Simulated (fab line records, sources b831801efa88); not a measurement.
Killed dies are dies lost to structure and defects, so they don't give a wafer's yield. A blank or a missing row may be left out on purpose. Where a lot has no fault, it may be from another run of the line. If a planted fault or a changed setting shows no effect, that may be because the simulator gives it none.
A lot that was struck, set against a sound lot    flow gf180mcu    44 out of 602 route steps
Sound: the wafers L529.1, L529.4, L529.6. Wafers struck: L544.1, L544.5, L544.6. At the end, the cause is stated.
For every step that has rows: the tool of each side, followed by ch and its chambers, followed by its first start. Under that, the readings that differ: sound wafers    struck wafers    difference of the means    sigmas: that difference in standard deviations of wafers without a fault.
alike: same words and numbers on both sides, and readings whose means sit less than 2 such deviations apart. not compared: any withheld reading, any reading some wafer has no value for, any bound like >300 that may hide the same value, and any number with overlapping values for which the record gives no deviation.
The two part at a step that has a row with sigmas, a row that says differs or no value, or rows on one side only. Non-overlapping numbers with no deviation appear without sigmas and do not part them. A reading that every wafer of one side lacks parts them only if that side has two wafers or more.

first, 2 steps without rows for these wafers: GF_MVSD_IMPLANT_08; GF_MVSD_IMPLANT_09.
GF_MVSD_STRIP_10: strips in O2/N2.
  sound on plasma_asher-02 ch 0,1, day 4 23:17; struck on plasma_asher-04 ch 0,1, day 8 12:16
reading                      sound        struck       difference  sigmas
drypump_motor_current_A (A)  5.6 5.6 5.4  4.8 5.0 4.8  -0.7        -2
  alike: heater_power_w, oes_product_au, strip_time_to_endpoint_s
  not compared: rf_hours_counter_h
GF_MVSD_TW_MEAS_11:
  sound on film_metro-04 at day 4 23:23; struck on film_metro-02 at day 8 12:22
  alike: MVSD_TW
then, 7 steps without rows for these wafers: GF_MVPSD_DEHYDRATE_00 (time 60 s); GF_MVPSD_HMDS_01 (prime time 60 s); GF_MVPSD_COAT_02 (resist thk 3000 nm); GF_MVPSD_SOFTBAKE_03; GF_MVPSD_EXPOSE_04 (exposes mask MVPSD, target cd 1000 nm); GF_MVPSD_PEB_05; GF_MVPSD_DEVELOP_06 (develop time 60 s).
GF_MVPSD_OVL_MEAS_07:
  sound on overlay-02 at day 5 13:51; struck on overlay-01 at day 9 05:57
  alike: MVPSD_OVL
GF_MVPSD_IMPLANT_08:
  sound on implanter-02 ch 0, day 5 13:53; struck on implanter-03 ch 0, day 9 05:59
reading             sound               struck             difference  sigmas
tilt_deg (degrees)  0.021 -0.028 0.004  4.198 4.165 4.191  +4.186      +99 or more
following that, these wafers have no rows for 1 step: GF_MVPSD_IMPLANT_09.
GF_MVPSD_STRIP_10: strips in O2/N2.
  sound on plasma_asher-04 ch 0,1, day 5 14:11; struck on plasma_asher-04 ch 0,1, day 9 06:17
  alike: drypump_motor_current_A, heater_power_w, oes_product_au, strip_time_to_endpoint_s
  not compared: rf_hours_counter_h
GF_MVPSD_TW_MEAS_11:
  sound on film_metro-04 at day 5 14:17; struck on film_metro-02 at day 9 06:23
reading   sound        struck       difference  sigmas
MVPSD_TW  552 555 559  603 604 603  +48         +13
then, 7 steps without rows for these wafers: GF_VT_IMPLANT_DEHYDRATE_00 (time 60 s); GF_VT_IMPLANT_HMDS_01 (prime time 60 s); GF_VT_IMPLANT_COAT_02 (resist thk 1000 nm); GF_VT_IMPLANT_SOFTBAKE_03 (time 60 s); GF_VT_IMPLANT_EXPOSE_04 (exposes mask LVPWELL LV AREA, target cd 600 nm); GF_VT_IMPLANT_PEB_05; GF_VT_IMPLANT_DEVELOP_06 (develop time 60 s).
GF_VT_IMPLANT_OVL_MEAS_07:
  sound on overlay-02 at day 6 05:21; struck on overlay-01 at day 10 00:01
  alike: VT_IMPLANT_OVL
following that, these wafers have no rows for 1 step: GF_VT_IMPLANT_IMPLANT_08.
GF_VT_IMPLANT_STRIP_09: strips in O2/N2.
  sound on plasma_asher-03 ch 0, day 6 05:32; struck on plasma_asher-01 ch 0,1, day 10 00:12
reading                      sound        struck       difference  sigmas
drypump_motor_current_A (A)  6.6 6.5 6.5  5.3 5.3 5.6  -1.1        -3
  alike: heater_power_w, oes_product_au, strip_time_to_endpoint_s
  not compared: rf_hours_counter_h
GF_VT_IMPLANT_TW_MEAS_10:
  sound on film_metro-03 at day 6 05:38; struck on film_metro-03 at day 10 00:18
  alike: VT_IMPLANT_TW
then, 7 steps without rows for these wafers: GF_VT_IMPLANT_DEHYDRATE_11 (time 60 s); GF_VT_IMPLANT_HMDS_12 (prime time 60 s); GF_VT_IMPLANT_COAT_13 (resist thk 1000 nm); GF_VT_IMPLANT_SOFTBAKE_14 (time 60 s); GF_VT_IMPLANT_EXPOSE_15 (exposes mask Nwell LV AREA, target cd 860 nm); GF_VT_IMPLANT_PEB_16; GF_VT_IMPLANT_DEVELOP_17 (develop time 60 s).
GF_VT_IMPLANT_OVL_MEAS_18:
  sound on overlay-02 at day 6 20:18; struck on overlay-02 at day 10 18:02
  alike: VT_IMPLANT_01_OVL
following that, these wafers have no rows for 1 step: GF_VT_IMPLANT_IMPLANT_19.
GF_VT_IMPLANT_STRIP_20: strips in O2/N2.
  sound on plasma_asher-01 ch 0,1, day 6 20:29; struck on plasma_asher-03 ch 0,1, day 10 18:14
  alike: drypump_motor_current_A, heater_power_w, oes_product_au, strip_time_to_endpoint_s
  not compared: rf_hours_counter_h
GF_VT_IMPLANT_TW_MEAS_21:
  sound on film_metro-04 at day 6 20:35; struck on film_metro-03 at day 10 18:20
  alike: VT_IMPLANT_2_TW
then, 4 steps without rows for these wafers: GF_VT_IMPLANT_DEHYDRATE_22 (time 60 s); GF_VT_IMPLANT_HMDS_23 (prime time 60 s); GF_VT_IMPLANT_COAT_24 (resist thk 1000 nm); GF_VT_IMPLANT_SOFTBAKE_25 (time 60 s).
GF_VT_IMPLANT_RS_MEAS_49: the measuring method here is four-point-probe.
  sound on film_metro-02 at day 8 05:27; struck on film_metro-04 at day 12 07:47
reading            sound                 struck                difference  sigmas
MVPSD_RS (ohm/sq)  1168.4 1171.8 1169.2  1346.3 1346.5 1347.9  +177.1      +66
-- a jump in the record: the struck wafers' starts before and after are 22 days apart (it breaks off in module VT_IMPLANT and resumes in module PASSIVATION, where the first step shown is number 602 of the route) --
GF_PASSIVATION_PROBE_99:
  only the struck wafers here have rows in the record (prober-01, day 33 23:55); the sound ones have none

WHERE THEY PART
At GF_MVSD_STRIP_10 first; at GF_PASSIVATION_PROBE_99 last (within this record only).

WHY: whatever the simulator had introduced
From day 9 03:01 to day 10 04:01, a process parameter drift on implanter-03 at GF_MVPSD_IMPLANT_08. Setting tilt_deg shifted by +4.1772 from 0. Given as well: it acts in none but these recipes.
